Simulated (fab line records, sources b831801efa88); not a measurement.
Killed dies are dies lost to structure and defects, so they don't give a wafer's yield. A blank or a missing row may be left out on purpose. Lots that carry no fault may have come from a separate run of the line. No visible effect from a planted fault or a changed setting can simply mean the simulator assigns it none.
Check of tool commonality    flow gf180mcu    36 wafers sampled across 12 lots

## REASON IT WAS OPENED
GF_V3_THK_MEAS_01, reading V3_CVD_00_THK: flagged on 2 of 12 lots. Fault-free wafers read 600 nm, with a standard deviation of 5.5.
Rule: a lot is flagged when every wafer of it that has a number lies more than 4 standard deviations from that mean, or none has a number. The rest of the lots are taken to be sound.

lot   measured      on             V3_CVD_00_THK (nm), wafer by wafer  flag
L456  day 21 05:10  film metro-03  603 608 604                         
L457  day 21 19:00  film metro-02  606 599 595                         
L459  day 22 11:19  film metro-04  484 484 484                         FLAGGED
L461  day 23 09:46  film metro-02  477 482 473                         FLAGGED
L463  day 24 01:04  film metro-02  586 600 596                         
L469  day 26 01:25  film metro-04  611 602 611                         
L470  day 26 04:49  film metro-04  591 590 596                         
L471  day 26 16:48  film metro-02  604 593 602                         
L472  day 26 20:26  film metro-02  606 608 609                         
L473  day 27 03:14  film metro-03  596 603 601                         
L475  day 27 18:23  film metro-03  596 595 602                         
L478  day 28 16:18  film metro-04  605 606 608                         
Average over the flagged lots: 481 nm; offset from the usual -119 nm, equal to -22 standard deviations.

## WHICH TOOL RAN EACH LOT
2 process steps preceding the reading are held in the record, out of 602 steps in the route. Cell contents, in order: the tool; ch with the chambers the sampled wafers went through; the start.
lot   flag     GF_M2_STRIP_17                        GF_V3_CVD_00
L456           plasma asher-03 ch 0,1, day 19 01:39  hdpcvd-01 ch 0,1,2, day 21 05:05
L457           plasma asher-03 ch 0,1, day 19 15:19  hdpcvd-02 ch 0,1, day 21 18:55
L459  FLAGGED  plasma asher-04 ch 0,1, day 20 07:28  hdpcvd-02 ch 1,2, day 22 11:14
L461  FLAGGED  plasma asher-04 ch 0,1, day 21 07:05  hdpcvd-02 ch 0,1, day 23 09:40
L463           plasma asher-03 ch 0,1, day 22 00:20  hdpcvd-01 ch 0,1,2, day 24 00:59
L469           plasma asher-03 ch 0,1, day 24 02:36  hdpcvd-01 ch 0,1,2, day 26 01:20
L470           plasma asher-03 ch 0,1, day 24 06:16  hdpcvd-01 ch 0,2, day 26 04:43
L471           plasma asher-01 ch 0,1, day 24 18:37  hdpcvd-01 ch 0,1,2, day 26 16:44
L472           plasma asher-01 ch 1, day 24 22:34    hdpcvd-02 ch 1,2, day 26 20:22
L473           plasma asher-03 ch 0,1, day 25 06:21  hdpcvd-02 ch 1,2, day 27 03:10
L475           plasma asher-04 ch 0,1, day 25 21:59  hdpcvd-02 ch 0,2, day 27 18:18
L478           plasma asher-04 ch 0,1, day 26 20:54  hdpcvd-02 ch 1,2, day 28 16:14
These steps, and what they do:
- GF_M2_STRIP_17: strips in O2/N2.
- GF_V3_CVD_00: deposits SiO2, target thk 600 nm, time 100 s.
- GF_V3_THK_MEAS_01

## FLAGGED AGAINST TOTAL, ONE TOOL AT A TIME (gauges that did the reading follow at the end)
step               tool             lots run  flagged  share of the flagged lots  sound lots run after its first flagged lot
GF_M2_STRIP_17     plasma asher-01  2         0        none                       -
GF_M2_STRIP_17     plasma asher-03  6         0        none                       -
GF_M2_STRIP_17     plasma asher-04  4         2        all                        2 (L475,L478)
GF_V3_CVD_00       hdpcvd-01        5         0        none                       -
GF_V3_CVD_00       hdpcvd-02        7         2        all                        4 (L472,L473,L475,L478)
GF_V3_THK_MEAS_01  film metro-02    5         1        some                       3 (L463,L471,L472)
GF_V3_THK_MEAS_01  film metro-03    3         0        none                       -
GF_V3_THK_MEAS_01  film metro-04    4         1        some                       3 (L469,L470,L478)

## WHAT IS ALLOWED BY THE TABLE
Rows of the table that ran all the flagged lots, 2 in number: plasma asher-04 at GF_M2_STRIP_17; hdpcvd-02 at GF_V3_CVD_00.
- plasma asher-04 at GF_M2_STRIP_17: 2 of its 4 lots flagged. Sound lots followed the first flagged one (L475, L478) on it, something a lasting fault affecting the whole tool could not allow.
- hdpcvd-02 at GF_V3_CVD_00: 2 of its 7 lots flagged. Sound lots followed the first flagged one (L472, L473, L475, L478) on it, something a lasting fault affecting the whole tool could not allow. Its own readings lie more than 4 standard deviations out on every wafer of the flagged lots: sih4 flow sccm.
None of the table's rows ran every flagged lot and, after the first, no sound lot.

## WHAT THE SIMULATOR PUT IN
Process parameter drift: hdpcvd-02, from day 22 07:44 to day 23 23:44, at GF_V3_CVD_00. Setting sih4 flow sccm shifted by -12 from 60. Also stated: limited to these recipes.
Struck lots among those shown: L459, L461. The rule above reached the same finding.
